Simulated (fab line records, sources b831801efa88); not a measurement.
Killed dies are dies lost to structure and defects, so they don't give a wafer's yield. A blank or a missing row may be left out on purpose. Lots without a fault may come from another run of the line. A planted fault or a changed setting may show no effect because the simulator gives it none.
Split-lot experiment | flow sfq_line | 5 lots, 23 wafers read, on a route of 325 steps

THE SPLIT
At SFQ_TRILAYER_C5_BARC_OPEN_VIA_ETCH_210 (etches BARC in O2, target depth 125 nm, time 41.7 s), the setting time_s was moved away from the recipe's 41.7 s on 10 of the 23 wafers read, by -15.0% to +7.8%. The other wafers ran this setting at the recipe's value.

The reading is taken at the split's own step.

THE READING
oes_product_au, in a.u., at SFQ_TRILAYER_C5_BARC_OPEN_VIA_ETCH_210 (etches BARC in O2, target depth 125 nm, time 41.7 s). Fault-free wafers of this fab line usually give 0.686 a.u., standard deviation 0.0044 a.u..

wafer  | tool, chamber at the split | time_s as run, s | against the recipe | oes_product_au, a.u. | against lot-mates on the recipe
L074.1 | rie_diel-03, 1             | 44.95            | +7.8%              | 0.675                | -0.014
L074.2 | rie_diel-03, 0             | 44.95            | +7.8%              | 0.670                | -0.019
L074.4 | rie_diel-03, 2             | 41.7             | recipe             | 0.689                | -
L074.5 | rie_diel-03, 1             | 41.7             | recipe             | 0.696                | -
L074.6 | rie_diel-03, 2             | 41.7             | recipe             | 0.683                | -
L075.1 | rie_diel-04, 0             | 41.7             | recipe             | 0.688                | -
L075.2 | rie_diel-04, 3             | 37.6             | -9.8%              | 0.723                | +0.037
L075.3 | rie_diel-04, 2             | 37.6             | -9.8%              | 0.722                | +0.036
L075.4 | rie_diel-04, 1             | 41.7             | recipe             | 0.684                | -
L075.5 | rie_diel-04, 1             | 37.6             | -9.8%              | 0.710                | +0.024
L076.2 | rie_diel-02, 3             | 41.7             | recipe             | 0.688                | -
L076.3 | rie_diel-02, 0             | 41.7             | recipe             | 0.692                | -
L076.4 | rie_diel-02, 2             | 41.7             | recipe             | 0.684                | -
L076.5 | rie_diel-02, 1             | 37.99            | -8.9%              | 0.717                | +0.029
L076.6 | rie_diel-02, 0             | 37.99            | -8.9%              | 0.718                | +0.030
L078.1 | rie_diel-02, 1             | 41.7             | recipe             | 0.679                | -
L078.4 | rie_diel-02, 0             | 41.7             | recipe             | 0.684                | -
L078.5 | rie_diel-02, 0             | 41.7             | recipe             | 0.681                | -
L083.1 | rie_diel-03, 2             | 35.45            | -15.0%             | 0.743                | +0.055
L083.2 | rie_diel-03, 0             | 35.45            | -15.0%             | 0.743                | +0.055
L083.3 | rie_diel-03, 3             | 41.7             | recipe             | 0.690                | -
L083.4 | rie_diel-03, 3             | 35.45            | -15.0%             | 0.745                | +0.057
L083.5 | rie_diel-03, 0             | 41.7             | recipe             | 0.685                | -

THE FIT
A straight line over all 23 wafers: oes_product_au changes by -0.00332 a.u. for each +1% of time_s; r = -0.97; the points scatter about the line by 0.006 a.u..
The same after taking each lot's own level away (the mean of its wafers on the recipe; 23 wafers): -0.00334 a.u. for each +1%; r = -0.98; scatter 0.0049 a.u..
On that fit, the largest move of time_s shifts the reading by 0.05 a.u..
The lots' own levels span 0.6813 to 0.6893 a.u., that is 1.8 times the standard deviation above.
So the lot-to-lot level changes the slope little: the two slopes agree.
Check: with one of the wafers moved furthest among these (-15.0%) left out of the fit, the line predicts +0.0507 a.u. for it against its lot-mates. It came out at +0.0555 a.u. against them.
Tool readings at the split's step, against how far the setting was moved: oes_product_au r = -0.97.

OTHER SPLITS ON THESE WAFERS
These wafers also went through other splits before the reading. Each is held against what the fit with the lots' levels taken away leaves over:
other split on the same wafers                  | wafers away from the commonest value | r with oes_product_au (lot level and that fit taken away)
SFQ_TRILAYER_A5B_DEP_PECVD_129 time_s           | 9                                    | -0.17
SFQ_TRILAYER_R5_LITHO_COAT_141 resist_thk_nm    | 5                                    | +0.09
SFQ_TRILAYER_R5_BARC_OPEN_METAL_ETCH_177 time_s | 9                                    | +0.43
SFQ_TRILAYER_R5_ETCH_METAL_ETCH_139 bias_w      | 11                                   | +0.01

THE WHOLE CHAIN: every reading that the file lists as answering this split, in the file's order
step                                   | what it does                                        | reading                                                                                   | change (the file's fit)                   | r (the file's)
SFQ_TRILAYER_C5_BARC_OPEN_VIA_ETCH_210 | etches BARC in O2, target depth 125 nm, time 41.7 s | oes_product_au                                                                            | -0.00338 a.u. for each +1% of the setting | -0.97
SFQ_TRILAYER_C5_BARC_OPEN_VIA_ETCH_210 | etches BARC in O2, target depth 125 nm, time 41.7 s | KrF_of_TRILAYER_C5_LITHO_COAT_151.thk_nm (the simulator's own value, which no gauge read) | -0.459 nm for each +1% of the setting     | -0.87

THE FILE'S OWN FIT
oes_product_au changes by -0.00338 a.u. for each +1% of time_s, r = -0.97.
